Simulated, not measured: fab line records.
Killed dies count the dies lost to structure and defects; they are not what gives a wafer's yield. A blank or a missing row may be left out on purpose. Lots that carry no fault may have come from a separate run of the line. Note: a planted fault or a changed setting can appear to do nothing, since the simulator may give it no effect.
Struck lot and sound lot, side by side || flow sky130 || 30 steps out of a route of 708
Sound: wafers L393.1, L393.3, L393.6. Struck: wafer L402.5. (L402.1, L402.4 of the same lot were not struck and are left out.) The cause comes at the end.
Per side, at each step with rows, come the tool, then ch with its chambers, and then its first start. Under that, the readings that differ: sound wafers || struck wafers || difference of the means || sigmas: that difference in standard deviations of wafers without a fault.
alike: same words and numbers on both sides, and readings whose means sit less than 2 such deviations apart. not compared: any withheld reading, any reading some wafer has no value for, any bound like >300 that may hide the same value, and any number with overlapping values for which the record gives no deviation.
A row with sigmas, a row that says differs or no value, or rows on one side alone: a step with any of these is where the two part. Numbers that have no deviation but don't overlap get no sigmas and don't part them. A reading missing from all wafers of one side parts the sides only when that side holds two or more wafers.

SKY_LI_CONTACT_OVL_MEAS_13:
  sound on overlay-01, day 31 14:31; struck on overlay-02, day 33 10:00
  alike: LI_CONTACT_OVL
then, 6 steps without rows for these wafers: SKY_LI_CONTACT_ETCH_14 (etches BARC in N2/H2, stops on SiO2, time 45.9 s, target depth 60 nm); SKY_LI_CONTACT_ETCH_15 (etches PSG in C4F8/O2/Ar, stops on Si, target depth 600 nm); SKY_LI_CONTACT_STRIP_16 (strips in O2/N2); SKY_LI_CONTACT_CLEAN_17 (cleans in NMP, time 600 s); SKY_LI_CONTACT_PRE_CLEAN_18 (time 5.6 s); SKY_LI_CONTACT_SPUTTER_19 (material Ti, target thk 20 nm, time 106.37 s).
SKY_LI_CONTACT_SPUTTER_20: material TiN, target thk 20 nm, time 77.84 s.
  sound on pvd sputter-02, day 31 15:07; struck on pvd sputter-02, day 33 10:33
  alike: throttle valve pct
SKY_LI_CONTACT_CVD_21: deposits W, target thk 400 nm, time 120.56 s.
  sound on cvd w-01 ch 0,1, day 31 15:11; struck on cvd w-02 ch 0, day 33 10:37
  alike: heater power outer w, heater power w
SKY_LI_CONTACT_RS_MEAS_22: a four-point-probe measurement.
  sound on film metro-04, day 31 15:18; struck on film metro-04, day 33 10:44
  alike: LI_CONTACT_W_RS
SKY_LI_CONTACT_THK_MEAS_23: measures by xrf.
  sound on film metro-04, day 31 15:25; struck on film metro-04, day 33 10:52
  alike: LI_CONTACT_W_THK
SKY_LI_CONTACT_CMP_24: polishes, stops on PSG, t overpolish 20 s, target thk 0 nm.
  sound on cmp-01 ch 0,2, day 31 15:29; struck on cmp-02 ch 0, day 33 10:55
{"reading": "overpolish run s (s)", "sound": "19.987 19.980 19.993", "struck": 20.012, "difference": "+0.025", "sigmas": "+3"}
{"reading": "slurry filter dp kPa (kPa)", "sound": "13.55 13.32 13.50", "struck": 13.17, "difference": -0.29, "sigmas": -2}
  alike: motor current A, slurry flow ml min, time to endpoint s
SKY_LOCAL_INTERCONNECT_SPUTTER_00: material TiN, target thk 100 nm, time 83.3 s.
  sound on pvd sputter-04, day 31 15:47; struck on pvd sputter-03, day 33 11:13
{"reading": "model.TiN_of_LOCAL_INTERCONNECT_SPUTTER_00.thk nm (nm)", "sound": "98.83 98 99.76", "struck": 87.36, "difference": -11.50, "sigmas": ""}
  alike: throttle valve pct
SKY_LOCAL_INTERCONNECT_RS_MEAS_01: a four-point-probe measurement.
  sound on film metro-01, day 31 15:50; struck on film metro-02, day 33 11:34
{"reading": "LOCAL_INTERCONNECT_TIN_RS (ohm/sq)", "sound": "14.28 14.40 14.14", "struck": 16.28, "difference": "+2.01", "sigmas": "+15"}
  not compared: hold
SKY_LOCAL_INTERCONNECT_THK_MEAS_02: measures by xrf.
  sound on film metro-01, day 31 15:58; struck on film metro-02, day 33 14:35
{"reading": "LOCAL_INTERCONNECT_TIN_THK (nm)", "sound": "99.9 98.9 101.0", "struck": 88.8, "difference": -11.1, "sigmas": -10}
  not compared: hold
then, 7 steps without rows for these wafers: SKY_LOCAL_INTERCONNECT_HMDS_04 (prime time 60 s); SKY_LOCAL_INTERCONNECT_COAT_05 (resist thk 60 nm); SKY_LOCAL_INTERCONNECT_COAT_06 (resist thk 450 nm); SKY_LOCAL_INTERCONNECT_SOFTBAKE_07 (time 90 s); SKY_LOCAL_INTERCONNECT_EXPOSE_08 (exposes mask LI1M, target cd 170 nm); SKY_LOCAL_INTERCONNECT_PEB_09; SKY_LOCAL_INTERCONNECT_DEVELOP_10 (develop time 60 s).
SKY_LOCAL_INTERCONNECT_CD_MEAS_11: target cd 170 nm.
  sound on cd sem-02, day 32 19:17; struck on cd sem-02, day 34 13:29
  alike: cd nm
SKY_LOCAL_INTERCONNECT_OVL_MEAS_12:
  sound on overlay-01, day 32 19:24; struck on overlay-02, day 34 13:36
  alike: LOCAL_INTERCONNECT_OVL
SKY_LOCAL_INTERCONNECT_ETCH_13: etches BARC in N2/H2, stops on SiO2, time 43.91 s, target depth 60 nm.
  sound on rie metal-02 ch 1, day 32 19:26; struck on rie metal-03 ch 1, day 34 13:38
{"reading": "drypump motor current A (A)", "sound": "6.1 6.1 6.1", "struck": 4.9, "difference": -1.2, "sigmas": -3}
  alike: oes product au, rf fwd power W, throttle valve pct
  not compared: rf hours counter h
SKY_LOCAL_INTERCONNECT_METAL_ETCH_14: etches TiN in Cl2/BCl3, stops on PSG, target depth 110 nm, time 31.4 s.
  sound on rie metal-02 ch 1, day 32 19:30; struck on rie metal-03 ch 1, day 34 13:42
{"reading": "drypump motor current A (A)", "sound": "6.1 6.2 6.1", "struck": 4.9, "difference": -1.2, "sigmas": -3}
{"reading": "oes product au (a.u.)", "sound": "0.936 0.930 0.944", "struck": 0.871, "difference": -0.066, "sigmas": -10}
{"reading": "throttle valve pct (%)", "sound": "21.907 21.929 21.922", "struck": 21.946, "difference": "+0.027", "sigmas": "+3"}
  alike: mfc cl2 sccm, rf fwd power W
  not compared: rf hours counter h
SKY_LOCAL_INTERCONNECT_STRIP_15: strips in O2/N2.
  sound on plasma asher-01 ch 0,1, day 32 19:33; struck on plasma asher-03 ch 1, day 34 13:45
{"reading": "drypump motor current A (A)", "sound": "6.3 6.1 6.1", "struck": 5.3, "difference": -0.9, "sigmas": -2}
  alike: oes product au, strip time to endpoint s
  not compared: rf hours counter h
SKY_LOCAL_INTERCONNECT_STRIP_16: strips in post etch residue remover, time 1200 s.
  sound on wet bench-01 ch 1, day 32 19:39; struck on wet bench-04 ch 1, day 34 13:51
{"reading": "model.TiN_of_LOCAL_INTERCONNECT_SPUTTER_00.thk nm (nm)", "sound": "98.41 97.58 99.33", "struck": 86.94, "difference": -11.50, "sigmas": ""}
then, 1 step without rows for these wafers: SKY_LOCAL_INTERCONNECT_CLEAN_17 (cleans in IPA, time 180 s).
-- here the record skips 15 days between the struck wafers' starts before and after, leaving off in module LOCAL_INTERCONNECT and picking up in module PAD_OPEN (first step shown: number 708 of the route) --
SKY_PAD_OPEN_PROBE_99:
  sound on prober-01, day 47 22:47; struck on prober-01, day 49 02:59
{"reading": "killed at front end", "sound": "18 20 10", "struck": 8, "difference": -8, "sigmas": -2}
{"reading": "model.etest.res li.line ohm um", "sound": "75.98 77.7 75.92", "struck": 85.01, "difference": "+8.48", "sigmas": ""}
{"reading": "model.etest.res li.rs ohm sq", "sound": "12.85 13.06 12.79", "struck": 14.56, "difference": "+1.66", "sigmas": ""}
{"reading": "model.etest.mcon chain.rc ohm", "sound": "17.28 16.84 17.18", "struck": 17.53, "difference": "+0.43", "sigmas": ""}
  alike: killed_at_M0_to_M3, killed_at_M4_up, killed at contacts, killed at other, killed dies, killed open, killed short

WHERE THEY PART
Earliest at SKY_LI_CONTACT_CMP_24; latest, in this record, at SKY_PAD_OPEN_PROBE_99.

WHY: the cause the simulator had injected
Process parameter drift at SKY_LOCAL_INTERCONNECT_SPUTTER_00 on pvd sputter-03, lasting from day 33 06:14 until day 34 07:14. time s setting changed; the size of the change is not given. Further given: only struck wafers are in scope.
